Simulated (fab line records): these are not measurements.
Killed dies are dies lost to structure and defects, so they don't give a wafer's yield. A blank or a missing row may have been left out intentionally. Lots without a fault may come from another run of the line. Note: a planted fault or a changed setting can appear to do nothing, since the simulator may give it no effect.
Which tool did it? ; flow gf180mcu ; 36 wafers from 12 lots sampled at 7 of the route's 602 steps

## WHAT THE GAUGES SHOWED, per wafer
GF_NSD_CD_MEAS_07 targets a cd of 400 nm. Usual: cd-nm 399.9 nm, standard deviation 2.4.
lot;measured;on;cd-nm (nm);flag
L373;day 14 05:11;cd-sem-02;398.8 399.2 401.9;
L374;day 14 13:58;cd-sem-01;401.6 402.0 402.7;
L378;day 16 02:59;cd-sem-01;403.4 401.9 402.0;
L380;day 16 23:15;cd-sem-02;403.9 400.6 403.1;
L383;day 18 07:08;cd-sem-01;397.3 396.8 393.8;
L384;day 18 11:10;cd-sem-01;401.5 400.2 401.7;
L386;day 19 01:52;cd-sem-01;400.5 399.1 400.5;
L387;day 19 15:29;cd-sem-01;399.0 396.4 396.4;
L389;day 19 19:08;cd-sem-02;401.4 398.7 399.9;
L390;day 20 04:36;cd-sem-01;401.6 400.1 399.1;
L391;day 20 09:58;cd-sem-02;402.1 401.8 402.0;
L393;day 21 02:47;cd-sem-01;402.7 402.3 400.3;

GF_NSD_TW_MEAS_12. Usual: for NSD_TW the level is 4199 and the standard deviation is 29.
lot;measured;on;NSD_TW;flag
L373;day 14 05:43;film-metro-02;4264 4253 4235;
L374;day 14 14:31;film-metro-04;4175 4164 4168;
L378;day 16 03:42;film-metro-04;4432 4426 4413;OFF
L380;day 16 23:49;film-metro-01;4488 4469 4457;OFF
L383;day 18 07:40;film-metro-04;4160 4178 4137;
L384;day 18 11:43;film-metro-04;4162 4179 4168;
L386;day 19 02:25;film-metro-01;4216 4222 4215;
L387;day 19 16:01;film-metro-01;4210 4196 4188;
L389;day 19 19:40;film-metro-01;4201 4217 4208;
L390;day 20 05:10;film-metro-01;4191 4214 4198;
L391;day 20 10:30;film-metro-02;4217 4229 4215;
L393;day 21 03:19;film-metro-01;4218 4218 4220;

GF_PSD_CD_MEAS_07 targets a cd of 400 nm. Usual: cd-nm 399.9 nm, standard deviation 2.3.
lot;measured;on;cd-nm (nm);flag
L373;day 15 02:29;cd-sem-01;398.4 397.7 398.4;
L374;day 15 12:05;cd-sem-01;401.9 398.9 399.8;
L378;day 17 01:43;cd-sem-01;403.8 401.6 402.1;
L380;day 17 22:29;cd-sem-01;400.7 398.5 398.1;
L383;day 19 06:53;cd-sem-02;403.2 403.5 400.9;
L384;day 19 11:58;cd-sem-02;395.9 394.8 397.6;
L386;day 20 02:21;cd-sem-01;402.1 401.2 400.2;
L387;day 20 14:59;cd-sem-02;406.2 403.8 404.1;
L389;day 20 19:41;cd-sem-01;399.0 399.0 401.4;
L390;day 21 04:33;cd-sem-02;395.8 396.9 398.4;
L391;day 21 10:16;cd-sem-02;401.5 402.9 402.9;
L393;day 22 01:53;cd-sem-02;397.0 398.5 400.2;

GF_PSD_RS_MEAS_14: the measuring method here is four-point-probe. Usual: for NSD_RS the level is 46.11 ohm/sq and the standard deviation is 0.13.
lot;measured;on;NSD_RS (ohm/sq);flag
L373;day 15 03:10;film-metro-01;46.31 46.22 46.31;
L374;day 15 12:40;film-metro-04;46.29 46.24 46.24;
L378;day 17 02:24;film-metro-01;42.14 42.11 42.20;OFF
L380;day 17 23:05;film-metro-04;42.09 42.07 42.19;OFF
L383;day 19 07:29;film-metro-02;45.98 45.94 45.97;
L384;day 19 12:34;film-metro-01;46.31 46.17 46.22;
L386;day 20 02:57;film-metro-01;46.08 46.08 46.04;
L387;day 20 15:35;film-metro-02;45.90 45.89 45.99;
L389;day 20 20:17;film-metro-01;46.20 46.20 46.18;
L390;day 21 05:09;film-metro-02;45.94 45.93 45.93;
L391;day 21 10:52;film-metro-02;46.09 46.12 46.02;
L393;day 22 02:29;film-metro-01;46.18 46.29 46.20;

## TOOL THAT RAN EACH LOT (tool first, then ch and the chambers of the sampled wafers, then the start)
lot;GF_HV_LDD_STRIP_22;GF_NSD_IMPLANT_09;GF_NSD_STRIP_11
L373;plasma-asher-01 ch 0,1, day 11 12:08;implanter-03 ch 0, day 14 05:21;plasma-asher-02 ch 0,1, day 14 05:38
L374;plasma-asher-02 ch 1, day 11 21:30;implanter-03 ch 0, day 14 14:07;plasma-asher-02 ch 0,1, day 14 14:24
L378;plasma-asher-01 ch 0,1, day 13 07:56;implanter-02 ch 0, day 16 03:21;plasma-asher-03 ch 0,1, day 16 03:37
L380;plasma-asher-02 ch 0,1, day 14 02:01;implanter-02 ch 0, day 16 23:25;plasma-asher-03 ch 0,1, day 16 23:43
L383;plasma-asher-04 ch 0,1, day 15 06:39;implanter-01 ch 0, day 18 07:18;plasma-asher-02 ch 0,1, day 18 07:35
L384;plasma-asher-01 ch 1, day 15 10:44;implanter-03 ch 0, day 18 11:19;plasma-asher-03 ch 0,1, day 18 11:36
L386;plasma-asher-02 ch 0,1, day 16 01:00;implanter-01 ch 0, day 19 02:01;plasma-asher-02 ch 0,1, day 19 02:19
L387;plasma-asher-01 ch 0,1, day 16 13:50;implanter-02 ch 0, day 19 15:38;plasma-asher-04 ch 0,1, day 19 15:56
L389;plasma-asher-01 ch 0,1, day 16 17:17;implanter-03 ch 0, day 19 19:17;plasma-asher-02 ch 0,1, day 19 19:35
L390;plasma-asher-01 ch 0,1, day 17 01:38;implanter-02 ch 0, day 20 04:46;plasma-asher-03 ch 0,1, day 20 05:04
L391;plasma-asher-04 ch 0,1, day 17 07:34;implanter-02 ch 0, day 20 10:07;plasma-asher-02 ch 0,1, day 20 10:23
L393;plasma-asher-01 ch 0,1, day 17 23:23;implanter-02 ch 0, day 21 02:56;plasma-asher-04 ch 0,1, day 21 03:14
- GF_HV_LDD_STRIP_22: strips in O2/N2.
- GF_NSD_IMPLANT_09
- GF_NSD_STRIP_11: strips in O2/N2.

## WHAT THE TOOLS THEMSELVES READ (means of the sampled wafers that have a number; where no wafer has one, the mark that the record gives instead)
GF_HV_LDD_STRIP_22. Usual: drypump-motor-current-A 6.0 A, standard deviation 0.74; heater-power-w 348 W, standard deviation 39; oes-product-au 0.715 a.u., standard deviation 0.004; strip-time-to-endpoint-s 12.63 s, standard deviation 0.04.
lot;tool;drypump-motor-current-A (A);heater-power-w (W);oes-product-au (a.u.);strip-time-to-endpoint-s (s);flag
L373;plasma-asher-01;6.1;353;0.720;12.65;
L374;plasma-asher-02;6.5;404;0.714;12.62;
L378;plasma-asher-01;6.1;342;0.715;12.65;
L380;plasma-asher-02;6.2;404;0.715;12.67;
L383;plasma-asher-04;6.2;324;0.717;12.64;
L384;plasma-asher-01;6.8;365;0.715;12.61;
L386;plasma-asher-02;6.4;410;0.715;12.70;
L387;plasma-asher-01;5.4;329;0.715;12.62;
L389;plasma-asher-01;5.4;332;0.713;12.65;
L390;plasma-asher-01;6.1;351;0.715;12.65;
L391;plasma-asher-04;6.2;319;0.713;12.67;
L393;plasma-asher-01;6.1;345;0.714;12.59;

GF_NSD_IMPLANT_09. Usual: beam-energy-keV 59.997, standard deviation 0.018.
lot;tool;beam-energy-keV;flag
L373;implanter-03;60.012;
L374;implanter-03;59.997;
L378;implanter-02;76.072;OFF
L380;implanter-02;76.056;OFF
L383;implanter-01;59.989;
L384;implanter-03;59.990;
L386;implanter-01;59.985;
L387;implanter-02;59.985;
L389;implanter-03;59.998;
L390;implanter-02;59.997;
L391;implanter-02;60.004;
L393;implanter-02;60.035;

GF_NSD_STRIP_11. Usual: drypump-motor-current-A 6.0 A, standard deviation 0.45; heater-power-w 367 W, standard deviation 37; oes-product-au 0.487 a.u., standard deviation 0.0046; strip-time-to-endpoint-s 22.97 s, standard deviation 0.036.
lot;tool;drypump-motor-current-A (A);heater-power-w (W);oes-product-au (a.u.);strip-time-to-endpoint-s (s);flag
L373;plasma-asher-02;6.2;400;0.491;22.95;
L374;plasma-asher-02;6.4;407;0.483;22.97;
L378;plasma-asher-03;5.8;343;0.463;25.18;OFF
L380;plasma-asher-03;5.5;344;0.467;25.23;OFF
L383;plasma-asher-02;6.2;396;0.480;22.98;
L384;plasma-asher-03;5.8;335;0.484;23.02;
L386;plasma-asher-02;6.2;399;0.489;22.94;
L387;plasma-asher-04;6.2;324;0.487;23.01;
L389;plasma-asher-02;6.3;400;0.484;23.01;
L390;plasma-asher-03;5.5;339;0.486;23.00;
L391;plasma-asher-02;6.3;405;0.491;22.93;
L393;plasma-asher-04;6.1;316;0.492;22.92;

## THE ANSWER, worked out from the rows above alone
Rule: take the mean of a lot's wafers that have a number; if it is more than 3 standard deviations from the usual mean, the lot is off. Also off: a lot with no number at a reading for which 4 or more lots have one. All remaining lots with rows at the step are treated as sound. First the gauges in route order, then the tools' own readings, where a lot's mean is used as printed above. The first step at which some lot is off is used, and at that step the reading that is off furthest; a lot without a number counts as furthest.
Off: at GF_NSD_TW_MEAS_12 (NSD_TW), L378, L380.
A tool fits if, at a process step before that reading, it ran every lot that is off, and no sound lot after the first of them. The gauges at GF_NSD_TW_MEAS_12 aren't tried: what is off there is off at GF_NSD_IMPLANT_09 too, on other tools, and a gauge's error can't cause that. Not one of the candidates tried fits.

## WHAT THE SIMULATOR PUT IN
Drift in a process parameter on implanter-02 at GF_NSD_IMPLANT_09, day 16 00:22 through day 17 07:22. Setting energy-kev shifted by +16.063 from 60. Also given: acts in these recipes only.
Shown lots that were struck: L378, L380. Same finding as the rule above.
